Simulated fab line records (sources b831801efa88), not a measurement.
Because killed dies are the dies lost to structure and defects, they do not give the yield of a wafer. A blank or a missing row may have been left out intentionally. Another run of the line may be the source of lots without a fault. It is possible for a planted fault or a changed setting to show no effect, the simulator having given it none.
Matching of chambers    flow sky130    SKY_LI_CONTACT_ETCH_14 on rie diel-03: 4 sister chambers
The step etches BARC in N2/H2, stops on SiO2, time 45.9 s, target depth 60 nm. 14 wafers are shown with their chamber, then 7 later ones without.

EACH WAFER AND ITS CHAMBER
wafer   chamber  drypump motor current A (A)  throttle valve pct (%)  chamber pressure mTorr (mTorr)
L080.1  1        5.0                          13.219                  30.027
L080.2  3        6.4                          13.227                  29.964
L080.5  1        5.1                          13.227                  29.960
L081.1  0        6.4                          13.223                  29.985
L081.3  2        6.2                          13.234                  29.960
L081.4  3        6.4                          13.221                  29.993
L084.1  2        6.3                          13.240                  30.002
L084.4  1        5.1                          13.224                  29.988
L084.5  3        6.4                          13.221                  30.011
L086.1  1        5.1                          13.230                  30.010
L086.3  0        6.4                          13.227                  30.053
L086.4  3        6.4                          13.217                  29.944
L089.2  3        6.4                          13.242                  29.991
L089.3  2        6.3                          13.233                  29.980

SIGNATURES (averages over the wafers above)
reading                  chamber 0  chamber 1  chamber 2  chamber 3  scatter within a chamber
drypump motor current A  6.400      5.075      6.267      6.400      0.0376
throttle valve pct       13.22500   13.22500   13.23567   13.22560   0.007
chamber pressure mTorr   30.01900   29.99625   29.98067   29.98060   0.0292
Rule: for a wafer and a chamber, the distance is found by dividing, reading by reading, the gap between the wafer's reading and the chamber's mean by the reading's scatter, squaring, summing and taking the root. If the next closest chamber is less than 2 further off than the closest, the wafer can't be placed; otherwise it belongs to the closest. The scatter: take each reading less its chamber's mean, square it, sum over the shown wafers, divide by the number of wafers less the number of chambers, and take the root.

WAFERS MISSING THEIR CHAMBER
wafer   drypump motor current A (A)  throttle valve pct (%)  chamber pressure mTorr (mTorr)
L089.4  6.4                          13.236                  29.990
L095.2  6.4                          13.223                  30.007
L095.3  6.3                          13.230                  30.005
L095.6  6.3                          13.223                  30.006
L097.1  5.1                          13.219                  29.961
L097.3  6.4                          13.206                  29.987
L097.4  6.4                          13.239                  29.992

CHAMBER TAKEN BY EACH
wafer   from the rows above           in truth
L089.4  can't be placed: 3 or 0       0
L095.2  can't be placed: 0 or 3       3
L095.3  can't be placed: 2 or 0 or 3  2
L095.6  can't be placed: 2 or 0 or 3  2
L097.1  1                             1
L097.3  can't be placed: 3 or 0       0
L097.4  can't be placed: 3 or 0 or 2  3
Correctly placed: 1 of 7. These rows do not allow placing 6 (true chamber among the candidates in 6). 0 placed wrongly.
